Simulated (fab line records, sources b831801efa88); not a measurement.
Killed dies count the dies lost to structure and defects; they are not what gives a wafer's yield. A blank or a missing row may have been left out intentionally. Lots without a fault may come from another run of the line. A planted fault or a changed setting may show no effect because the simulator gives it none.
fab line records	flow sky130	part 2 of 2: steps 26 to 32 of 32
record: lots: 5	wafers: 15	last-day: 50
route steps=708 shown CONTACT@424 METAL1@434
lots with no fault: from the same line, run without faults
start-h: hours from the record's opening day to when the first of the lot's shown wafers began	wait-h: how many hours have passed since the lot's step before this one	" unchanged from the row above	L1.1+2: a row that stands for several wafers	- no value present, or no start provided	* or withheld: withheld	< > ~ a bound
route shown NAME@n: a module of which the file shows steps, and the number in the route of the first	usual: mean/standard deviation of fault-free wafers	same: alike in all rows	chamber/n: place in a boat	sites: the reading at each site	_std_site: their standard deviation	_edge_site: outer sites' mean less inner sites'	radius-mm: how far each site lies from the wafer's centre	mask NAME#n: copy n	behind: tool/chamber where the wafer was last shaped	hold: what put the lot on hold/how long, in hours/how the hold closed	device: the transistor (n, p or np) that didn't switch	end of line: the same wafers' tests at the end of the route	where a step has no rows: the recipe by itself	killed: at the first sort, the dies lost to defects and structure; wafer yield is something else	map: the dies of a wafer, with x for killed, . for not killed, _ for no die there
set.NAME: setting as actually run; set.NAME@STEP: the setting as run at that earlier step	model.NAME: the simulator's own value behind a step, which no gauge read
lots seen at some steps along the route; tables by step, rows by wafer
services: when a tool's chamber went out of use (start-h, in hours from the record's first day, below 0 if earlier), for how many hours, and the reason
== steps ==
step: SKY_METAL1_CD_MEAS_15
recipe: target-cd-nm: 140
usual: cd-nm: 140.2/1.5
lot.wafer	tool	chamber	start-h	wait-h	cd-nm
L074.2	cd-sem-01	-	758.59	-	142.2
L074.4	"	-	"	"	140.4
L074.5	"	-	"	"	140.2
L083.3	cd-sem-02	-	836.36	-	139.9
L083.4	"	-	"	"	141.5
L083.5	"	-	"	"	142.1
L089.2	cd-sem-02	-	886.02	-	141.0
L089.4	"	-	"	"	140.0
L089.6	"	-	"	"	140.2
L094.2	cd-sem-02	-	918.02	-	142.1
L094.3	"	-	"	"	142.8
L094.6	"	-	"	"	141.7
L096.2	cd-sem-01	-	934.54	-	142.1
L096.3	"	-	"	"	142.5
L096.4	"	-	"	"	140.7
step: SKY_METAL1_OVL_MEAS_16
usual: METAL1_OVL: 1/5.2
lot.wafer	tool	chamber	start-h	wait-h	METAL1_OVL[nm]
L074.2	overlay-02	-	758.70	0.1	6
L074.4	"	-	"	"	8
L074.5	"	-	"	"	3
L083.3	overlay-02	-	836.46	0.1	-1
L083.4	"	-	"	"	-7
L083.5	"	-	"	"	-6
L089.2	overlay-01	-	886.12	0.1	-3
L089.4	"	-	"	"	-9
L089.6	"	-	"	"	-3
L094.2	overlay-02	-	918.12	0.1	-5
L094.3	"	-	"	"	-2
L094.6	"	-	"	"	-8
L096.2	overlay-01	-	934.65	0.1	-1
L096.3	"	-	"	"	4
L096.4	"	-	"	"	0
step: SKY_METAL1_DESCUM_17
recipe: chemistry: O2	source-power-w: 150	bias-power-w: 0	pressure-mtorr: 10	temp-c: 40	time-s: 8
usual: chamber-pressure-mTorr: 9.999/0.0085	drypump-motor-current-A: 5.6/0.45	oes-product-au: 1.006/0.014
lot.wafer	tool	chamber	start-h	wait-h	chamber-pressure-mTorr	drypump-motor-current-A	oes-product-au	rf-hours-counter-h
L074.2	rie-metal-01	1	758.73	0.0	9.985	5.3	0.998	5
L074.4	"	1	"	"	10.012	5.3	0.997	-
L074.5	"	1	"	"	9.996	5.3	1.001	-
L083.3	rie-metal-03	0	836.49	0.0	9.995	5.7	1.011	-
L083.4	"	1	"	"	9.992	6.0	1.025	-
L083.5	"	0	"	"	10.004	5.7	1.016	-
L089.2	rie-metal-04	1	886.15	0.0	9.994	4.9	0.981	6
L089.4	"	0	"	"	10.001	5.5	0.967	-
L089.6	"	1	"	"	10.000	4.9	0.984	-
L094.2	rie-metal-03	1	918.15	0.0	10.003	5.9	1.015	14
L094.3	"	1	"	"	9.985	5.9	1.013	-
L094.6	"	0	"	"	10.011	5.7	1.024	-
L096.2	rie-metal-04	0	934.68	0.0	9.983	5.5	0.987	13
L096.3	"	1	"	"	9.998	4.9	0.987	-
L096.4	"	0	"	"	9.998	5.5	0.987	-
step: SKY_METAL1_ETCH_18
recipe: chemistry: N2/H2	target: BARC	ion-energy-ev: 200	bias-w: 100	pressure-mtorr: 30	n2-flow-sccm: 100	h2-flow-sccm: 200	icp-w: 500	stop-on: SiO2	time-s: 45.9	target-depth-a: 600
usual: chamber-pressure-mTorr: 30.000/0.027	drypump-motor-current-A: 5.7/0.45	oes-product-au: 0.855/0.0046	throttle-valve-pct: 13.226/0.0097
lot.wafer	tool	chamber	start-h	wait-h	chamber-pressure-mTorr	drypump-motor-current-A	oes-product-au	rf-hours-counter-h	throttle-valve-pct
L074.2	rie-metal-01	1	758.76	0.0	29.951	5.3	0.859	5	13.226
L074.4	"	1	"	"	30.004	5.3	0.857	-	13.246
L074.5	"	1	"	"	29.992	5.3	0.853	-	13.237
L083.3	rie-metal-03	0	836.53	0.0	30.014	5.7	0.846	-	13.239
L083.4	"	1	"	"	29.984	6.0	0.861	-	13.222
L083.5	"	0	"	"	30.017	5.7	0.859	-	13.236
L089.2	rie-metal-04	1	886.19	0.0	30.005	4.9	0.860	6	13.234
L089.4	"	0	"	"	29.991	5.5	0.859	-	13.227
L089.6	"	1	"	"	29.978	4.9	0.865	-	13.221
L094.2	rie-metal-03	1	918.19	0.0	29.968	5.9	0.851	14	13.210
L094.3	"	1	"	"	29.993	5.9	0.853	-	13.234
L094.6	"	0	"	"	30.025	5.7	0.855	-	13.235
L096.2	rie-metal-04	0	934.71	0.0	29.993	5.5	0.863	13	13.232
L096.3	"	1	"	"	30.013	4.9	0.855	-	13.246
L096.4	"	0	"	"	30.009	5.5	0.853	-	13.233
step: SKY_METAL1_METAL_ETCH_19
recipe: target-depth-a: 3600	stop-on: SiO2	over-etch-frac: 0.3	time-s: 78	chemistry: Cl2/BCl3	resist-sidewall-deg: 88	pressure-mtorr: 10	icp-w: 900	bias-w: 48.5	Cl2_flow_sccm: 60	bcl3-flow-sccm: 30
usual: chamber-pressure-mTorr: 10.001/0.0087	drypump-motor-current-A: 5.6/0.45	oes-product-au: 0.855/0.0064	throttle-valve-pct: 22.265/0.0089
lot.wafer	tool	chamber	start-h	wait-h	chamber-pressure-mTorr	drypump-motor-current-A	oes-product-au	rf-hours-counter-h	throttle-valve-pct
L074.2	rie-metal-01	1	758.82	0.0	10.009	5.3	0.857	5	22.266
L074.4	"	1	"	"	10.007	5.3	0.859	-	22.262
L074.5	"	1	"	"	9.990	5.3	0.839	-	22.275
L083.3	rie-metal-03	0	836.61	0.1	10.002	5.7	0.851	-	22.245
L083.4	"	1	"	"	9.984	5.9	0.863	-	22.253
L083.5	"	0	"	"	10.016	5.7	0.852	-	22.252
L089.2	rie-metal-04	1	886.25	0.0	10.000	4.9	0.854	7	22.244
L089.4	"	0	"	"	9.992	5.5	0.853	-	22.273
L089.6	"	1	"	"	10.001	4.9	0.858	-	22.263
L094.2	rie-metal-03	1	918.25	0.0	10.004	6.0	0.860	14	22.273
L094.3	"	1	"	"	9.994	6.0	0.860	-	22.264
L094.6	"	0	"	"	9.993	5.7	0.859	-	22.248
L096.2	rie-metal-04	0	934.77	0.0	10.011	5.5	0.858	13	22.255
L096.3	"	1	"	"	10.002	4.9	0.854	-	22.270
L096.4	"	0	"	"	10.007	5.5	0.868	-	22.260
step: SKY_METAL1_STRIP_20
recipe: chemistry: O2/N2	power-w: 1400	pressure-mtorr: 1500	platen-temp-c: withheld	o2-flow-sccm: 3000	n2-flow-sccm: 300	overash-fraction: 0.5
usual: chamber-pressure-mTorr: 1500.0/1.3	drypump-motor-current-A: 5.6/0.46	oes-product-au: 0.342/0.006	strip-time-to-endpoint-s: 2.67/0.076
same: overash-fraction: 0.5
lot.wafer	tool	chamber	start-h	wait-h	chamber-pressure-mTorr	drypump-motor-current-A	oes-product-au	rf-hours-counter-h	strip-time-to-endpoint-s
L074.2	plasma-asher-02	1	758.91	0.1	1500.4	4.8	0.342	93	2.73
L074.4	"	1	"	"	1501.3	4.8	0.339	-	2.68
L074.5	"	1	"	"	1498.6	4.8	0.346	-	2.72
L083.3	plasma-asher-04	1	836.70	0.1	1500.1	5.5	0.337	-	2.62
L083.4	"	0	"	"	1502.2	6.2	0.331	-	2.55
L083.5	"	1	"	"	1503.1	5.5	0.339	-	2.58
L089.2	plasma-asher-01	0	886.34	0.1	1499.0	6.1	0.346	77	2.75
L089.4	"	1	"	"	1499.4	5.6	0.346	-	2.81
L089.6	"	0	"	"	1497.7	6.1	0.345	-	2.75
L094.2	plasma-asher-01	1	918.34	0.1	1499.5	5.6	0.337	80	2.59
L094.3	"	1	"	"	1499.7	5.5	0.332	-	2.56
L094.6	"	1	"	"	1497.7	5.6	0.334	-	2.59
L096.2	plasma-asher-02	1	934.86	0.1	1499.0	4.8	0.349	111	2.77
L096.3	"	1	"	"	1498.4	4.8	0.347	-	2.76
L096.4	"	0	"	"	1501.2	5.8	0.349	-	2.79
step: SKY_METAL1_STRIP_21
recipe: chemistry: post-etch-residue-remover	time-s: 1200	temp-c: 72.5
usual: bath-guard-temp-C: 72.4/0.59
lot.wafer	tool	chamber	start-h	wait-h	bath-guard-temp-C
L074.2	wet-bench-04	2	759.01	0.1	72.4
L074.4	"	2	"	"	71.9
L074.5	"	2	"	"	72.1
L083.3	wet-bench-03	0	836.77	0.0	73.1
L083.4	"	0	"	"	72.8
L083.5	"	0	"	"	72.8
L089.2	wet-bench-02	3	886.44	0.1	72.9
L089.4	"	3	"	"	73.1
L089.6	"	3	"	"	73.3
L094.2	wet-bench-04	2	918.44	0.1	72.4
L094.3	"	2	"	"	72.0
L094.6	"	2	"	"	72.4
L096.2	wet-bench-04	3	934.96	0.1	71.2
L096.3	"	3	"	"	71.3
L096.4	"	3	"	"	71.3
== services ==
tool	chamber	start-h	hours	kind
pvd-sputter-04	-	727.11	4.1	repair
rie-metal-03	1	727.76	24.6	repair
plasma-asher-04	-	736.68	0.8	repair
wet-bench-01	-	758.22	1.9	pm
rie-metal-03	-	769.89	4.3	pm
cvd-w-01	-	789.48	0.5	repair
pvd-sputter-02	-	802.46	1.1	repair
pvd-sputter-02	-	803.03	1.2	repair
pvd-sputter-02	-	811.89	4.4	repair
wet-bench-02	-	815.90	41.5	pm
cmp-01	-	818.35	1.9	repair
cvd-w-01	0	824.02	2.5	repair
cmp-01	-	827.37	4.3	pm
cmp-01	-	835.05	2.0	repair
krf-scanner-01	-	840.38	3.6	pm
pvd-sputter-01	-	841.57	7.9	repair
krf-scanner-01	-	848.40	3.5	repair
cvd-w-01	1	857.36	4.5	repair
cmp-01	-	866.99	0.9	repair
rie-metal-03	-	867.03	2.8	pm
krf-scanner-01	-	867.27	1.0	pm
rie-metal-04	-	868.36	0.9	repair
krf-scanner-01	-	871.51	0.8	pm
krf-scanner-01	-	877.78	1.3	pm
